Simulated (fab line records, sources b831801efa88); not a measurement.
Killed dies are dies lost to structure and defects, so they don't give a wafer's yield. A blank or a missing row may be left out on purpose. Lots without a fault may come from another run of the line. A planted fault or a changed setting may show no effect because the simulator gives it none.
Chamber matching | flow sky130 | SKY_CONTACT_ETCH_17 on rie_diel-04: 4 sister chambers
The step etches SiO2 in C4F8/O2/Ar, stops on Si3N4, target depth 340 nm. 8 wafers are shown with their chamber, then 9 later ones without.

WAFERS WITH THEIR CHAMBER
wafer  | chamber | bias_w (W) | rf_fwd_power_W (W)
L081.6 | 2       | 1199       | 1484
L084.2 | 1       | 1197       | 1486
L088.1 | 3       | 1202       | 1498
L088.3 | 0       | 1203       | 1483
L088.4 | 2       | 1199       | 1485
L089.1 | 1       | 1200       | 1492
L089.4 | 3       | 1203       | 1489
L089.5 | 0       | 1198       | 1488

WAFERS WITHOUT THEIR CHAMBER
wafer  | bias_w (W) | rf_fwd_power_W (W)
L091.2 | 1198       | 1486
L091.3 | 1202       | 1495
L091.4 | 1199       | 1495
L097.1 | 1204       | 1494
L097.2 | 1197       | 1491
L097.4 | 1200       | 1489
L093.2 | 1199       | 1491
L093.5 | 1197       | 1481
L093.6 | 1195       | 1495

WHICH CHAMBER EACH WENT THROUGH
wafer  | from the rows above               | in truth
L091.2 | can't be placed: 2 or 1 or 0      | 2
L091.3 | can't be placed: 3 or 1 or 0      | 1
L091.4 | can't be placed: 1 or 3 or 0 or 2 | 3
L097.1 | can't be placed: 3 or 0           | 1
L097.2 | can't be placed: 1 or 2 or 0 or 3 | 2
L097.4 | can't be placed: 1 or 0 or 2 or 3 | 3
L093.2 | can't be placed: 1 or 0 or 2 or 3 | 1
L093.5 | can't be placed: 2 or 0 or 1      | 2
L093.6 | can't be placed: 1 or 2 or 0 or 3 | 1
Placed correctly: 0 of 9. Can't be placed from these rows: 9 (the true chamber is among the candidates in 8). Placed wrongly: 0.
How it was worked out, from the rows above alone: a wafer's distance from a chamber is the root of the sum, over the readings, of the square of ((its reading less the chamber's mean) divided by the reading's scatter). The wafer belongs to the nearest chamber; if the next one is less than 2 further off, it can't be placed. A chamber's mean is the mean of its shown wafers. The scatter: the root of (the sum of the squares of (reading less its chamber's mean) over the shown wafers, divided by (wafers less chambers)).
